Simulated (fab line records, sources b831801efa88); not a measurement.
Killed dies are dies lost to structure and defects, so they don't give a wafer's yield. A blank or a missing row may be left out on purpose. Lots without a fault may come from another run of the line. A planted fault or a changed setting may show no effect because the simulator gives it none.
A sampling plan put to the test | flow gf180mcu | one fab line, 19 faults that these records tell of, each judged on the records of the lots that it struck
The plan is the line's own looks: the steps of the route at which a gauge or an inspection reads the wafer and doesn't change it. A look can be judged if struck wafers have a number there and the file gives its usual mean and standard deviation on fault-free wafers. Caught: at a look after the fault's first step, the mean of the struck wafers lies 4 or more of those standard deviations (sigma) from the usual mean. On the tool: the same test on the tool's own readings at the fault's steps. Another recipe on the struck wafers, or a record that is blank for them alone, also counts as caught.

THE FAULTS, as the simulator had put them in
1. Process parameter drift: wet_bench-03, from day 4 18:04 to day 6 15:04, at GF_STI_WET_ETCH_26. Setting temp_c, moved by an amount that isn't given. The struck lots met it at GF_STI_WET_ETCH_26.
2. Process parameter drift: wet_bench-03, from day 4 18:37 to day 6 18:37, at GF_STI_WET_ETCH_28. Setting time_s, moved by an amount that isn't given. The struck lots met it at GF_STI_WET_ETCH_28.
3. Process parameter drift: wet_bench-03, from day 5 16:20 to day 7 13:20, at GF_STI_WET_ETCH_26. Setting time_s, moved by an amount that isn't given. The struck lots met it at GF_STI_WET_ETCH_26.
4. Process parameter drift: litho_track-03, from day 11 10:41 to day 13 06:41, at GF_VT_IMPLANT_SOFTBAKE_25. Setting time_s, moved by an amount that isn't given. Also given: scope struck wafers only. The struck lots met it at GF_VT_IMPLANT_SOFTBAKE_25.
5. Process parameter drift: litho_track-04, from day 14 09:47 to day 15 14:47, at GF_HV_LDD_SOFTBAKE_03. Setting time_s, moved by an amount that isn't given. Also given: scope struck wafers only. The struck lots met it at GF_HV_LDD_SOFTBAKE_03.
6. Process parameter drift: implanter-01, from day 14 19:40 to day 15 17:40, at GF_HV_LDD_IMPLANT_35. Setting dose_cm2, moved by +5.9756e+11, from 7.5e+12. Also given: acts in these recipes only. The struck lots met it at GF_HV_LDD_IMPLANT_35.
7. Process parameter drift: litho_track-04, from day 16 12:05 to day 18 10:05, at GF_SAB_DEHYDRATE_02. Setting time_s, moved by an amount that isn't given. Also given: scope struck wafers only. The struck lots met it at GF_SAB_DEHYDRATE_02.
8. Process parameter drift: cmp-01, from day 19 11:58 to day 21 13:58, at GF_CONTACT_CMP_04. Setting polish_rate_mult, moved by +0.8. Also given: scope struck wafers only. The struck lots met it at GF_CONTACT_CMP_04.
9. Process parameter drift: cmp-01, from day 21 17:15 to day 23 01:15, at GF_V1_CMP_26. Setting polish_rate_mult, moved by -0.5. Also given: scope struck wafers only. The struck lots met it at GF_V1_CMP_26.
10. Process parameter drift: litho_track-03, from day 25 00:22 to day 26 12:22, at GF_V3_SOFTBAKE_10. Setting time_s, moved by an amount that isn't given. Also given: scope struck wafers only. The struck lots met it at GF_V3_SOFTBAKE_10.
11. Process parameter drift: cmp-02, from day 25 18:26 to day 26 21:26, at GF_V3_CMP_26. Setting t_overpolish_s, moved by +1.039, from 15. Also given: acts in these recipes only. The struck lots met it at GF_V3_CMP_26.
12. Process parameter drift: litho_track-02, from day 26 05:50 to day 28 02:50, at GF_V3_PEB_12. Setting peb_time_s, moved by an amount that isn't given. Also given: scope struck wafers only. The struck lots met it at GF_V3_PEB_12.
13. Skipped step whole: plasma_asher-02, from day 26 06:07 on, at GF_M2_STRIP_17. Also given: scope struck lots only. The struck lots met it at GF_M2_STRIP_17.
14. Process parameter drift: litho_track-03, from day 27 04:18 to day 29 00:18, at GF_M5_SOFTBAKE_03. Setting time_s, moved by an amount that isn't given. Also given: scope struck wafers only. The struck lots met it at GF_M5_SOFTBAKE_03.
15. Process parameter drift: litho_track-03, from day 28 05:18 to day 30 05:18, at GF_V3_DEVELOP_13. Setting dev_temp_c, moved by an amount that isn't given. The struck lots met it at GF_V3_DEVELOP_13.
16. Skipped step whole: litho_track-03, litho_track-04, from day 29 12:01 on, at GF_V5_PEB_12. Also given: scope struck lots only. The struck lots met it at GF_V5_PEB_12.
17. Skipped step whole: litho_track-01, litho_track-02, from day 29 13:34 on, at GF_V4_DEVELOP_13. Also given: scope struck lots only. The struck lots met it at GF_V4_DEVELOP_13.
18. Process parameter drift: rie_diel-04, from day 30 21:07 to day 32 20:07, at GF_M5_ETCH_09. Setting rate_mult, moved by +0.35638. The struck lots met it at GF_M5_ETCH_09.
19. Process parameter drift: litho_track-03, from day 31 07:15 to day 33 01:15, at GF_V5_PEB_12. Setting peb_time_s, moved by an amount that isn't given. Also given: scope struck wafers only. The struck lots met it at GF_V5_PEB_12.

WHAT THE PLAN SAW
fault | on the tool itself                               | first look that catches it                      | reading, sigma | median hours from its first step to that look | hours from the fault's start to the first struck lot there | judged looks passed uncaught
1     | temp_c -4.4 sigma                                | not the one look that can be judged after it    | -              | -                                             | -                                                          | 1
2     | run_length_s -8.3 sigma                          | not the one look that can be judged after it    | -              | -                                             | -                                                          | 1
3     | run_length_s -44 sigma                           | none of the 2 looks that can be judged after it | -              | -                                             | -                                                          | 2
4     | heater_power_total_W +99 or beyond sigma         | not the one look that can be judged after it    | -              | -                                             | -                                                          | 1
5     | heater_power_total_W +17 sigma                   | no look after it can be judged                  | -              | -                                             | -                                                          | 0
6     | dose_ions_cm2 +74 sigma                          | no look after it can be judged                  | -              | -                                             | -                                                          | 0
7     | run_length_s +99 or beyond sigma                 | no look after it can be judged                  | -              | -                                             | -                                                          | 0
8     | time_to_endpoint_s -8.0 sigma                    | no look after it can be judged                  | -              | -                                             | -                                                          | 0
9     | overpolish_run_s -99 or beyond sigma             | no look after it can be judged                  | -              | -                                             | -                                                          | 0
10    | heater_power_total_W +84 sigma                   | no look after it can be judged                  | -              | -                                             | -                                                          | 0
11    | overpolish_run_s +99 or beyond sigma             | not the one look that can be judged after it    | -              | -                                             | -                                                          | 1
12    | heater_power_total_W +22 sigma                   | no look after it can be judged                  | -              | -                                             | -                                                          | 0
13    | the tool's record is blank for the struck wafers | no look after it can be judged                  | -              | -                                             | -                                                          | 0
14    | run_length_s +85 sigma                           | no look after it can be judged                  | -              | -                                             | -                                                          | 0
15    | developer_temp_C -7.1 sigma                      | no look after it can be judged                  | -              | -                                             | -                                                          | 0
16    | the tool's record is blank for the struck wafers | no look after it can be judged                  | -              | -                                             | -                                                          | 0
17    | the tool's record is blank for the struck wafers | no look after it can be judged                  | -              | -                                             | -                                                          | 0
18    | oes_product_au +28 sigma                         | not the one look that can be judged after it    | -              | -                                             | -                                                          | 1
19    | heater_power_total_W +42 sigma                   | no look after it can be judged                  | -              | -                                             | -                                                          | 0
A dash: the fault isn't caught, or these records don't give the number.

Caught at a look: 0 of 19. Caught on the tool: 19 of 19. By one or the other: 19 of 19.
Caught on the tool alone: faults 1, 2, 3, 4, 5, 6, 7, 8, 9, 10, 11, 12, 13, 14, 15, 16, 17, 18, 19.
